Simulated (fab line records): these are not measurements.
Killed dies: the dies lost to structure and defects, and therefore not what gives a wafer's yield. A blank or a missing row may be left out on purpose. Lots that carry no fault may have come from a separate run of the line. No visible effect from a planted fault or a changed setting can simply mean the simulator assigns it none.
Which tool is to blame? | flow gf180mcu | 21 wafers from 7 lots sampled at 5 of the route's 602 steps

## WHAT THE GAUGES SHOWED, per wafer
GF_V3_RS_MEAS_24: uses a four-point probe to measure.
lot  | measured     | on            | V3_W_RS (ohm/sq)
L805 | day 22 18:54 | film metro-04 | 0.327 0.326 0.329
L807 | day 23 09:00 | film metro-01 | 0.326 0.329 0.328
L810 | day 24 20:56 | film metro-04 | 0.327 0.322 0.326
L812 | day 25 03:22 | film metro-01 | 0.330 0.327 0.328
L816 | day 26 12:43 | film metro-04 | 0.330 0.329 0.331
L823 | day 28 16:50 | film metro-04 | 0.324 0.324 0.322
L827 | day 30 00:31 | film metro-02 | 0.330 0.329 0.327

## WHAT TOOL EACH LOT RAN ON (gives the tool, then ch and the chambers of the sampled wafers, and finally the start)
lot  | GF_V2_ETCH_16                      | GF_M3_SPUTTER_03             | GF_V3_CMP_04                  | GF_V3_ETCH_17
L805 | rie diel-01 ch 0,2,3, day 20 15:42 | pvd sputter-03, day 20 17:13 | cmp-01 ch 0,1,3, day 21 17:52 | rie diel-03 ch 0,1,3, day 22 18:54 or earlier
L807 | rie diel-04 ch 0,1,2, day 21 06:34 | pvd sputter-02, day 21 08:25 | cmp-01 ch 0,2,3, day 22 08:53 | rie diel-01 ch 0,1,3, day 23 09:00 or earlier
L810 | rie diel-03 ch 1,2,3, day 22 19:52 | pvd sputter-03, day 22 21:30 | cmp-01 ch 1,2,3, day 23 21:20 | rie diel-02 ch 1,2,3, day 24 20:56 or earlier
L812 | rie diel-01 ch 0,2,3, day 23 04:46 | pvd sputter-02, day 23 06:18 | cmp-01 ch 0,1,2, day 24 04:40 | rie diel-01 ch 0,2, day 25 03:22 or earlier
L816 | rie diel-03 ch 1,3, day 24 15:13   | pvd sputter-02, day 24 16:43 | cmp-01 ch 0,2, day 25 14:58   | rie diel-01 ch 1,2, day 26 12:43 or earlier
L823 | rie diel-04 ch 1,2,3, day 26 19:31 | pvd sputter-02, day 26 21:55 | cmp-02 ch 0,1, day 27 19:23   | rie diel-01 ch 1,2, day 28 16:50 or earlier
L827 | rie diel-03 ch 0,3, day 28 06:21   | pvd sputter-03, day 28 07:52 | cmp-02 ch 0,1, day 29 03:47   | rie diel-02 ch 0,1,2, day 30 00:31 or earlier
- GF_V2_ETCH_16: etches BARC in N2/H2.
- GF_M3_SPUTTER_03: material Ti, target thk 10 nm, time 6.7 s.
- GF_V3_CMP_04: polishes SiO2.
- GF_V3_ETCH_17: etches SiO2 in C4F8/O2/Ar, stops on TiN, target depth 635 nm.

## THE ANSWER, worked out from the rows above alone
Rule: the lots themselves supply what counts as usual. The widest of any qualifying gaps counts: lots, ordered by their means at a reading, are off when they make up no more than a third of the lots, leave a main group of 4 or more, and stand apart from it by 3 or more times the standard deviation of that group's means. A main group whose means are all the same, to the digits that the tables above print for the reading, isn't used. A lot without any number at a reading at which 4 lots or more have one is off too. Where the step has rows for the other lots, those lots are counted as sound.
No lot is off on any of the readings shown, so nothing can be concluded from this.

## WHAT THE SIMULATOR PUT IN
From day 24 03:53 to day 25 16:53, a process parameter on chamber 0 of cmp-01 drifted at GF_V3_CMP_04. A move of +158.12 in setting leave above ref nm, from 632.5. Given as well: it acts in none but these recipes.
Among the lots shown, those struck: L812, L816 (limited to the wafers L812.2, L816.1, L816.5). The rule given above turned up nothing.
